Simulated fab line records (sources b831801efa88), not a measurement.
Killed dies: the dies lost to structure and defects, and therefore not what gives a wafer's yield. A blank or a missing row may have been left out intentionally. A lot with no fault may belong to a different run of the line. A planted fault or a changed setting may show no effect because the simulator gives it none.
fab line records ; flow sky130
[record] lots = 5; wafers = 15; last-day = 50
route steps=708 shown LDD_N@247 LDD_P@255 LDD_HVN@267 PAD_OPEN@708
lots that met no fault: from a run of the same line without faults
start-h: hours from the record's opening day to when the first of the lot's shown wafers began ; wait-h: hours since the lot's step before ; " as in the row above ; L1.1+2: a row that stands for several wafers ; - no value present, or no start provided ; * or withheld: withheld ; < > ~ a bound
route shown NAME@n: NAME is a module with steps in the file, n the number in the route of the first one ; usual: mean and standard deviation over wafers with no fault ; same: alike in all rows ; chamber/n: place in a boat ; sites: each site's reading ; _std_site: standard deviation across them ; _edge_site: inner sites' mean taken away from outer sites' mean ; radius-mm: for every site, how far away it sits from the centre of the wafer ; mask NAME#n: copy n ; behind: tool/chamber where the wafer was last shaped ; hold: what put the lot on hold/how long, in hours/how the hold closed ; device: names the non-switching transistor (n, p or np) ; end of line: at the end of the route, the tests of the same wafers ; step lacking rows: just its recipe ; killed: dies lost to structure and defects at the first sort, not the wafer's yield ; map: a wafer's dies, marking killed ones x, the rest . and places with no die _
set.NAME: the run value of the setting; set.NAME@STEP: its run value at that earlier step ; model.NAME: the simulator's own value behind a step, which no gauge read
lots seen at some steps along the route; tables by step, rows by wafer
services: a tool's chamber out of use, with start hour (start-h, from the record's first day; less than 0 if before it), hours out, and reason
[[steps]]
[step SKY_LDD_N_IMPLANT_10]
[recipe] species = As; energy-kev = 20; dose-cm2 = 7.5e+13; tilt-deg = withheld; rotation-deg = 203
[step SKY_LDD_N_IMPLANT_11]
[recipe] species = As; energy-kev = 20; dose-cm2 = 7.5e+13; tilt-deg = withheld; rotation-deg = 293
[step SKY_LDD_N_IMPLANT_12]
[recipe] species = BF2; energy-kev = 50; dose-cm2 = 5e+12; tilt-deg = 30; rotation-deg = 0
[step SKY_LDD_N_IMPLANT_13]
[recipe] species = BF2; energy-kev = 50; dose-cm2 = 5e+12; tilt-deg = 30; rotation-deg = 90
[step SKY_LDD_N_IMPLANT_14]
[recipe] species = BF2; energy-kev = 50; dose-cm2 = 5e+12; tilt-deg = 30; rotation-deg = 180
[step SKY_LDD_N_IMPLANT_15]
[recipe] species = BF2; energy-kev = 50; dose-cm2 = 5e+12; tilt-deg = 30; rotation-deg = 270
[step SKY_LDD_N_STRIP_16]
[recipe] chemistry = O2/N2; power-w = 1400; pressure-mtorr = 1500; platen-temp-c = withheld; o2-flow-sccm = 3000; n2-flow-sccm = 300; overash-fraction = 0.5
[usual] drypump-motor-current-A = 5.56/0.24; oes-product-au = 0.407/0.0045; strip-time-to-endpoint-s = 4.318/0.014
lot.wafer;tool;chamber;start-h;wait-h;drypump-motor-current-A;oes-product-au;rf-hours-counter-h;strip-time-to-endpoint-s
L124.2;plasma-asher-03;1;393.19;0.1;5.93;0.403;59;4.321
L124.3;plasma-asher-03;1;393.19;0.1;5.94;0.407;-;4.318
L124.5;plasma-asher-03;1;393.19;0.1;5.93;0.409;-;4.300
L133.1;plasma-asher-02;0;481.02;0.1;5.67;0.416;36;4.326
L133.3;plasma-asher-02;0;481.02;0.1;5.68;0.407;-;4.346
L133.4;plasma-asher-02;1;481.02;0.1;5.27;0.415;-;4.331
L143.3;plasma-asher-01;1;568.09;0.1;5.63;0.409;-;4.323
L143.5;plasma-asher-01;1;568.09;0.1;5.67;0.404;-;4.323
L143.6;plasma-asher-01;0;568.09;0.1;5.70;0.400;-;4.323
L146.1;plasma-asher-01;1;594.77;0.1;5.63;0.407;16;4.313
L146.3;plasma-asher-01;1;594.77;0.1;5.66;0.406;-;4.337
L146.5;plasma-asher-01;1;594.77;0.1;5.63;0.411;-;4.320
L147.2;plasma-asher-01;1;598.67;0.1;5.64;0.408;16;4.322
L147.4;plasma-asher-01;0;598.67;0.1;5.72;0.401;-;4.347
L147.5;plasma-asher-01;0;598.67;0.1;5.71;0.405;-;4.327
[step SKY_LDD_N_TW_MEAS_17]
[usual] LDD_N_TW = 2594/23
lot.wafer;tool;chamber;start-h;wait-h;LDD_N_TW
L124.2;film-metro-03;-;393.30;0.1;2577
L124.3;film-metro-03;-;393.30;0.1;2570
L124.5;film-metro-03;-;393.30;0.1;2592
L133.1;film-metro-01;-;481.12;0.1;2559
L133.3;film-metro-01;-;481.12;0.1;2557
L133.4;film-metro-01;-;481.12;0.1;2566
L143.3;film-metro-04;-;568.17;0.1;2634
L143.5;film-metro-04;-;568.17;0.1;2609
L143.6;film-metro-04;-;568.17;0.1;2614
L146.1;film-metro-01;-;594.87;0.1;2577
L146.3;film-metro-01;-;594.87;0.1;2573
L146.5;film-metro-01;-;594.87;0.1;2586
L147.2;film-metro-04;-;598.78;0.1;2608
L147.4;film-metro-04;-;598.78;0.1;2612
L147.5;film-metro-04;-;598.78;0.1;2634
[step SKY_LDD_P_DEHYDRATE_00]
[recipe] temp-c = 200; time-s = 60
[step SKY_LDD_P_HMDS_01]
[recipe] prime-time-s = 60; prime-temp-c = 120
[step SKY_LDD_P_COAT_02]
[recipe] resist = NOVOLAK; spin-rpm = 3000; resist-thk-nm = 1155
[step SKY_LDD_P_SOFTBAKE_03]
[recipe] temp-c = 90; time-s = 60; resist = NOVOLAK
[step SKY_LDD_P_EXPOSE_04]
[recipe] mask-id = PSDM; na = 0.6; source-shape = conventional; sigma-outer = 0.6; polarization = unpolarized; target-cd-nm = 380; dose-mj = 138
[usual] stage-vel-mm-s = 499.99/0.23
[same] na = 0.6
lot.wafer;tool;chamber;start-h;wait-h;mask;stage-vel-mm-s
L124.2;iline-stepper-01;0;407.74;-;PSDM#0;499.93
L124.3;iline-stepper-01;0;407.74;-;PSDM#0;499.84
L124.5;iline-stepper-01;0;407.74;-;PSDM#0;500.15
L133.1;iline-stepper-02;0;496.00;-;NTM#0;500.11
L133.3;iline-stepper-02;0;496.00;-;NTM#0;500.30
L133.4;iline-stepper-02;0;496.00;-;NTM#0;500.46
L143.3;iline-stepper-02;0;583.16;-;PSDM#0;499.80
L143.5;iline-stepper-02;0;583.16;-;PSDM#0;499.94
L143.6;iline-stepper-02;0;583.16;-;PSDM#0;499.98
L146.1;iline-stepper-01;0;609.02;-;PSDM#0;499.94
L146.3;iline-stepper-01;0;609.02;-;PSDM#0;499.99
L146.5;iline-stepper-01;0;609.02;-;PSDM#0;499.77
L147.2;iline-stepper-01;0;613.62;-;PSDM#0;500.11
L147.4;iline-stepper-01;0;613.62;-;PSDM#0;500.00
L147.5;iline-stepper-01;0;613.62;-;PSDM#0;500.51
[step SKY_LDD_P_PEB_05]
[recipe] temp-c = withheld; time-s = *; resist = NOVOLAK
[step SKY_LDD_P_DEVELOP_06]
[recipe] resist = NOVOLAK; developer = TMAH; develop-time-s = 60; dev-temp-c = 24
[step SKY_LDD_P_CD_MEAS_07]
[recipe] target-cd-nm = 380
[usual] cd-nm = 379.7/2.1
lot.wafer;tool;chamber;start-h;wait-h;cd-nm
L124.2;cd-sem-02;-;422.77;0.1;380.9
L124.3;cd-sem-02;-;422.77;0.1;381.5
L124.5;cd-sem-02;-;422.77;0.1;380.5
L133.1;cd-sem-02;-;511.60;0.1;-
L133.3;cd-sem-02;-;511.60;0.1;-
L133.4;cd-sem-02;-;511.60;0.1;-
L143.3;cd-sem-01;-;597.26;0.1;377.7
L143.5;cd-sem-01;-;597.26;0.1;378.3
L143.6;cd-sem-01;-;597.26;0.1;377.7
L146.1;cd-sem-02;-;623.52;0.1;379.0
L146.3;cd-sem-02;-;623.52;0.1;378.6
L146.5;cd-sem-02;-;623.52;0.1;377.2
L147.2;cd-sem-01;-;628.49;0.1;381.2
L147.4;cd-sem-01;-;628.49;0.1;380.8
L147.5;cd-sem-01;-;628.49;0.1;381.9
[step SKY_LDD_P_OVL_MEAS_08]
[usual] LDD_P_OVL = 0.3/1.2
lot.wafer;tool;chamber;start-h;wait-h;LDD_P_OVL[nm]
L124.2;overlay-01;-;422.88;0.1;0.5
L124.3;overlay-01;-;422.88;0.1;0.6
L124.5;overlay-01;-;422.88;0.1;-3.0
L133.1;overlay-02;-;511.72;0.1;-
L133.3;overlay-02;-;511.72;0.1;-
L133.4;overlay-02;-;511.72;0.1;-
L143.3;overlay-01;-;597.35;0.1;2.7
L143.5;overlay-01;-;597.35;0.1;0.0
L143.6;overlay-01;-;597.35;0.1;-0.3
L146.1;overlay-01;-;623.64;0.1;0.6
L146.3;overlay-01;-;623.64;0.1;-0.9
L146.5;overlay-01;-;623.64;0.1;1.0
L147.2;overlay-01;-;628.59;0.1;-0.3
L147.4;overlay-01;-;628.59;0.1;-0.4
L147.5;overlay-01;-;628.59;0.1;-0.3
[step SKY_LDD_P_IMPLANT_09]
[recipe] species = BF2; energy-kev = 25; dose-cm2 = 1e+13; tilt-deg = withheld
[step SKY_LDD_P_STRIP_10]
[recipe] chemistry = O2/N2; power-w = 1400; pressure-mtorr = 1500; platen-temp-c = withheld; o2-flow-sccm = 3000; n2-flow-sccm = 300; overash-fraction = 0.5
[usual] drypump-motor-current-A = 5.5/0.39; oes-product-au = 0.716/0.0043; strip-time-to-endpoint-s = 14.33/0.039
lot.wafer;tool;chamber;start-h;wait-h;drypump-motor-current-A;oes-product-au;rf-hours-counter-h;strip-time-to-endpoint-s
L124.2;plasma-asher-03;1;423.06;0.1;5.9;0.704;62;14.26
L124.3;plasma-asher-03;1;423.06;0.1;5.9;0.716;-;14.28
L124.5;plasma-asher-03;1;423.06;0.1;5.9;0.718;-;14.26
L133.1;plasma-asher-01;0;511.91;0.1;5.7;0.706;7;14.43
L133.3;plasma-asher-01;0;511.91;0.1;5.8;0.717;-;14.41
L133.4;plasma-asher-01;1;511.91;0.1;5.6;0.718;-;14.39
L143.3;plasma-asher-01;0;597.56;0.1;5.7;0.718;-;14.29
L143.5;plasma-asher-01;1;597.56;0.1;5.7;0.719;-;14.33
L143.6;plasma-asher-01;0;597.56;0.1;5.7;0.713;-;14.32
L146.1;plasma-asher-03;0;623.83;0.1;5.0;0.718;82;14.29
L146.3;plasma-asher-03;1;623.83;0.1;5.9;0.716;-;14.29
L146.5;plasma-asher-03;1;623.83;0.1;5.9;0.719;-;14.31
L147.2;plasma-asher-01;1;628.77;0.1;5.6;0.716;20;14.33
L147.4;plasma-asher-01;0;628.77;0.1;5.7;0.720;-;14.29
L147.5;plasma-asher-01;0;628.77;0.1;5.7;0.720;-;14.33
[step SKY_LDD_P_TW_MEAS_11]
[usual] LDD_P_TW = 630/5.3
lot.wafer;tool;chamber;start-h;wait-h;LDD_P_TW
L124.2;film-metro-03;-;423.17;0.1;636
L124.3;film-metro-03;-;423.17;0.1;637
L124.5;film-metro-03;-;423.17;0.1;636
L133.1;film-metro-03;-;512.01;0.1;30
L133.3;film-metro-03;-;512.01;0.1;30
L133.4;film-metro-03;-;512.01;0.1;30
L143.3;film-metro-01;-;597.65;0.1;637
L143.5;film-metro-01;-;597.65;0.1;636
L143.6;film-metro-01;-;597.65;0.1;635
L146.1;film-metro-02;-;623.93;0.1;624
L146.3;film-metro-02;-;623.93;0.1;627
L146.5;film-metro-02;-;623.93;0.1;621
L147.2;film-metro-01;-;628.88;0.1;632
L147.4;film-metro-01;-;628.88;0.1;634
L147.5;film-metro-01;-;628.88;0.1;630
[step SKY_LDD_HVN_DEHYDRATE_00]
[recipe] temp-c = 200; time-s = 60
[step SKY_PAD_OPEN_PROBE_99]
[usual] killed_at_M0_to_M3 = 45/7.1; killed_at_M4_up = 3.0/1.8; killed-at-contacts = 24/5.4; killed-at-front-end = 16/4.9; killed-at-other = 0.3/0.63; killed-dies = 88/11; killed-on-rim = 17/3.4; killed-open = 47/7.4; killed-short = 40/7
[same] gross-dies = 492; killed-at-back-side = 0
lot.wafer;tool;chamber;start-h;wait-h;killed_at_M0_to_M3;killed_at_M4_up;killed-at-contacts;killed-at-front-end;killed-at-other;killed-dies;killed-on-rim;killed-open;killed-short
L124.2;prober-01;-;1066.71;0.1;50;1;31;21;0;103;15;53;50
L124.3;prober-01;-;1066.76;0.2;44;8;23;28;0;103;21;55;48
L124.5;prober-01;-;1066.86;0.2;45;7;27;17;0;96;19;57;39
L133.1;prober-02;-;1129.08;0.1;32;6;25;429;0;492;96;43;31
L133.3;prober-02;-;1129.18;0.2;41;2;22;427;0;492;96;41;35
L133.4;prober-02;-;1129.23;0.2;46;6;27;413;0;492;96;46;44
L143.3;prober-02;-;1182.30;0.2;52;2;27;18;0;99;19;45;53
L143.5;prober-02;-;1182.40;0.2;42;4;26;12;0;84;12;39;45
L143.6;prober-02;-;1182.45;0.2;40;4;24;26;0;94;19;58;36
L146.1;prober-01;-;1194.22;0.1;41;2;23;13;0;79;18;37;42
L146.3;prober-01;-;1194.32;0.2;26;3;28;17;0;74;18;38;36
L146.5;prober-01;-;1194.42;0.2;51;1;22;6;1;81;16;48;33
L147.2;prober-02;-;1197.56;0.1;51;0;33;17;0;101;18;52;49
L147.4;prober-02;-;1197.66;0.2;34;4;20;9;0;67;14;39;28
L147.5;prober-02;-;1197.71;0.2;40;5;24;10;0;79;13;44;35
// killed by level:class
L124.2 VIA1:geometric-particle:open=11 LI_CONTACT:geometric-particle:open=10 CONTACT:geometric-particle:short=8 FIELD_ISO:geometric-particle:short=7 VIA1:geometric-particle:short=7 VIA2:geometric-particle:open=7 METAL2:geometric-particle:short=6 POLY_GATE:geometric-particle:short=5
L124.3 VIA1:geometric-particle:open=10 FIELD_ISO:geometric-particle:short=9 VIA2:geometric-particle:open=8 POLY_GATE:geometric-particle:open=7 LI_CONTACT:geometric-particle:open=7 CONTACT:geometric-particle:open=6 METAL4:geometric-particle:short=6 POLY_GATE:geometric-particle:short=5
L124.5 CONTACT:geometric-particle:open=14 VIA1:geometric-particle:open=9 METAL3:geometric-particle:short=9 FIELD_ISO:geometric-particle:open=7 VIA2:geometric-particle:open=6 LI_CONTACT:geometric-particle:open=5 METAL2:geometric-particle:short=5 METAL1:geometric-particle:short=4
L133.1 LDD_P:area-expose=418 CONTACT:geometric-particle:open=11 VIA1:geometric-particle:open=9 LI_CONTACT:geometric-particle:open=5 CONTACT:geometric-particle:short=5 VIA2:geometric-particle:open=5 POLY_GATE:geometric-particle:short=4 FIELD_ISO:geometric-particle:open=3
L133.3 LDD_P:area-expose=416 VIA1:geometric-particle:open=9 CONTACT:geometric-particle:open=8 VIA3:geometric-particle:open=8 CONTACT:geometric-particle:short=6 METAL1:geometric-particle:short=5 LI_CONTACT:geometric-particle:open=4 METAL2:geometric-particle:short=4
L133.4 LDD_P:area-expose=402 VIA1:geometric-particle:open=10 LOCAL_INTERCONNECT:geometric-particle:short=8 METAL1:geometric-particle:short=7 VIA3:geometric-particle:open=7 CONTACT:geometric-particle:short=6 CONTACT:geometric-particle:open=6 VIA2:geometric-particle:open=6
L143.3 VIA1:geometric-particle:open=10 METAL1:geometric-particle:short=9 CONTACT:geometric-particle:short=8 VIA3:geometric-particle:open=6 CONTACT:geometric-particle:open=6 VIA1:geometric-particle:short=6 LI_CONTACT:geometric-particle:open=5 VIA3:geometric-particle:short=5
L143.5 VIA1:geometric-particle:open=12 CONTACT:geometric-particle:open=7 VIA2:geometric-particle:open=7 CONTACT:geometric-particle:short=6 METAL1:geometric-particle:short=6 VIA1:geometric-particle:short=6 FIELD_ISO:geometric-particle:short=5 LI_CONTACT:geometric-particle:open=5
L143.6 LI_CONTACT:geometric-particle:open=8 CONTACT:geometric-particle:open=8 VIA1:geometric-particle:open=8 POLY_GATE:geometric-particle:open=7 METAL2:geometric-particle:open=6 METAL2:geometric-particle:short=6 FIELD_ISO:geometric-particle:open=5 VIA1:geometric-particle:short=5
L146.1 CONTACT:geometric-particle:short=11 VIA2:geometric-particle:open=10 CONTACT:geometric-particle:open=8 METAL2:geometric-particle:short=6 VIA1:geometric-particle:open=5 FIELD_ISO:geometric-particle:short=4 VIA2:geometric-particle:short=4 VIA3:geometric-particle:short=4
L146.3 LI_CONTACT:geometric-particle:open=8 CONTACT:geometric-particle:short=7 FIELD_ISO:geometric-particle:short=6 VIA1:geometric-particle:open=6 VIA3:geometric-particle:open=6 LOCAL_INTERCONNECT:geometric-particle:short=5 CONTACT:geometric-particle:open=5 FIELD_ISO:geometric-particle:open=4
L146.5 CONTACT:geometric-particle:open=11 VIA3:geometric-particle:open=11 VIA1:geometric-particle:open=8 METAL2:geometric-particle:short=7 VIA2:geometric-particle:open=6 LI_CONTACT:geometric-particle:open=5 VIA2:geometric-particle:short=5 CONTACT:geometric-particle:short=4
L147.2 VIA3:geometric-particle:open=11 CONTACT:geometric-particle:open=10 VIA1:geometric-particle:short=8 VIA1:geometric-particle:open=8 FIELD_ISO:geometric-particle:short=6 CONTACT:geometric-particle:short=6 METAL1:geometric-particle:short=6 VIA2:geometric-particle:open=6
L147.4 VIA1:geometric-particle:open=9 CONTACT:geometric-particle:open=7 VIA3:geometric-particle:open=6 METAL2:geometric-particle:short=6 LI_CONTACT:geometric-particle:open=4 FIELD_ISO:geometric-particle:short=3 VIA1:geometric-particle:short=3 LI_CONTACT:geometric-particle:short=3
L147.5 VIA1:geometric-particle:open=10 LI_CONTACT:geometric-particle:open=9 VIA2:geometric-particle:open=8 CONTACT:geometric-particle:open=7 VIA1:geometric-particle:short=6 METAL2:geometric-particle:short=5 POLY_GATE:geometric-particle:open=4 VIA3:geometric-particle:short=4
// map L133.1 (x killed, . not)
__________xxxxxxxxxx_________
________xxxxxxxxxxxxxx_______
______xxxxxxxxxxxxxxxxxx_____
_____xxxxxxxxxxxxxxxxxxxx____
____xxxxxxxxxxxxxxxxxxxxxx___
___xxxxxxxxxxxxxxxxxxxxxxxx__
__xxxxxxxxxxxxxxxxxxxxxxxxxx_
_xxxxxxxxxxxxxxxxxxxxxxxxxxxx
_xxxxxxxxxxxxxxxxxxxxxxxxxxxx
_xxxxxxxxxxxxxxxxxxxxxxxxxxxx
_xxxxxxxxxxxxxxxxxxxxxxxxxxxx
_xxxxxxxxxxxxxxxxxxxxxxxxxxxx
_xxxxxxxxxxxxxxxxxxxxxxxxxxxx
_xxxxxxxxxxxxxxxxxxxxxxxxxxxx
_xxxxxxxxxxxxxxxxxxxxxxxxxxxx
__xxxxxxxxxxxxxxxxxxxxxxxxxx_
___xxxxxxxxxxxxxxxxxxxxxxxx__
____xxxxxxxxxxxxxxxxxxxxxx___
_____xxxxxxxxxxxxxxxxxxxx____
______xxxxxxxxxxxxxxxxxx_____
________xxxxxxxxxxxxxx_______
__________xxxxxxxxxx_________
// map L143.3 (x killed, . not)
__________.........._________
________........x....._______
______.......x.x........_____
_____............x..x...x____
____...x.......x...xxx....___
___.......xx....x.....x...x__
__.......x.x......x.....x..._
_.x..x........xx..x.......xx.
_x...x...x...........x...x...
_x.....x.xx.....x......x.....
_....x.x....x.x.x....x.x.....
_x....x..x..x...x.x.x..xx..xx
_.x...x......x...x.x.........
_x..x....x.x........x........
_x...x.x...x.x...x.xx......x.
__x...x.................xx.._
___...x...........x.x.x....__
____..x......x..x.....x..x___
_____xx....x.............____
______..xx.........x...._____
________...x......xx.._______
__________.x......x._________
[[services]]
tool;chamber;start-h;hours;kind
iline-stepper-01;0;376.46;-;calibration
iline-stepper-02;-;406.20;9.3;repair
plasma-asher-01;-;421.25;9.0;pm
plasma-asher-01;0;421.25;9.0;vent-cycle
plasma-asher-01;1;421.25;9.0;vent-cycle
plasma-asher-01;0;430.25;-;clean
plasma-asher-01;1;430.25;-;clean
plasma-asher-01;-;450.28;7.5;repair
iline-stepper-01;-;476.21;6.8;repair
iline-stepper-01;-;492.22;6.1;repair
plasma-asher-02;-;510.40;1.7;repair
iline-stepper-02;-;517.22;1.7;pm
iline-stepper-02;0;525.44;-;calibration
plasma-asher-03;-;529.49;5.5;repair
plasma-asher-02;-;540.37;0.8;repair
iline-stepper-01;-;553.87;1.7;pm
iline-stepper-01;-;563.77;15.9;repair
plasma-asher-03;-;565.76;0.9;repair
iline-stepper-02;-;575.02;5.9;repair
iline-stepper-01;0;588.44;-;calibration
plasma-asher-02;-;611.40;4.5;repair
[[key]]
[first-sign] step = SKY_LDD_P_EXPOSE_04; reading = mask; direction = changed
[effect] step = SKY_LDD_P_CD_MEAS_07; reading = cd-nm; direction = missing
[effect] step = SKY_LDD_P_OVL_MEAS_08; reading = LDD_P_OVL; direction = missing
[effect] step = SKY_LDD_P_TW_MEAS_11; reading = LDD_P_TW; direction = down; sigmas = 99+; usual = 630; struck = 30
[effect] step = SKY_PAD_OPEN_PROBE_99; reading = killed-at-front-end; direction = up; sigmas = 83; usual = 16; struck = 423
[more-kills-born-at] SKY_LDD_P_EXPOSE_04@iline-stepper-02 = 1236
met-at SKY_LDD_P_EXPOSE_04
struck-wafers L133.1,L133.3,L133.4
tester-left-out L133
[fault] kind = wrong-mask; tool = any; chamber = -; onset-h = 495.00; steps = SKY_LDD_P_EXPOSE_04; aux-copy = NTM#0; scope = struck-lots-only
// tester-left-out: of these lots the tester's yield and bins aren't shown, on N5 and GAA mostly nor the transistor test; their killed dies are dies lost to structure and defects alone, not to doping, threshold or leakage, so they don't give the yield
